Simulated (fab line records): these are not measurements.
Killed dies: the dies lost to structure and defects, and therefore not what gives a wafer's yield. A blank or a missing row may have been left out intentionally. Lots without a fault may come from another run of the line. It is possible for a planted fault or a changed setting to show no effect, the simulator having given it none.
Matching of chambers ; flow sky130 ; SKY_VIA2_CMP_02 on cmp-01: 4 sister chambers
The step polishes SiO2. 14 wafers are shown with their chamber, then 7 later ones without.

## WAFERS, EACH WITH ITS CHAMBER
wafer;chamber;motor_current_A (A)
L185.2;1;11.6
L185.3;3;13.5
L185.5;1;11.3
L188.3;1;11.3
L188.4;3;13.1
L188.5;1;11.6
L189.1;0;12.5
L189.3;2;11.8
L189.4;1;11.0
L190.1;1;11.3
L190.2;2;12.0
L190.6;2;10.9
L193.3;1;11.6
L193.5;1;11.9

SIGNATURES (means of the wafers above)
reading;chamber 0;chamber 1;chamber 2;chamber 3;scatter within a chamber
motor_current_A;12.500;11.450;11.567;13.300;0.361
Rule: a wafer lies at a distance from a chamber equal to the root of the sum of squares, over the readings, of (its reading less the chamber's mean, divided by the reading's scatter). The wafer belongs to the nearest chamber; if the next one is less than 2 further off, it can't be placed. How the scatter is found: for the shown wafers, subtract from each reading the mean of its chamber, square and add these, divide the total by (wafers less chambers), then take the root.

## WAFERS WITHOUT THEIR CHAMBER
wafer;motor_current_A (A)
L193.6;11.5
L194.4;11.5
L194.5;11.2
L194.6;11.6
L195.3;11.3
L195.4;11.4
L195.6;11.5

## WHICH CHAMBER EACH ONE RAN IN
wafer;from the rows above;in truth
L193.6;can't be placed: 1 or 2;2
L194.4;can't be placed: 1 or 2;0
L194.5;can't be placed: 1 or 2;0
L194.6;can't be placed: 2 or 1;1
L195.3;can't be placed: 1 or 2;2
L195.4;can't be placed: 1 or 2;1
L195.6;can't be placed: 1 or 2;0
Correctly placed: 0 of 7. These rows do not allow placing 7 (true chamber among the candidates in 4). Number placed wrongly: 0.
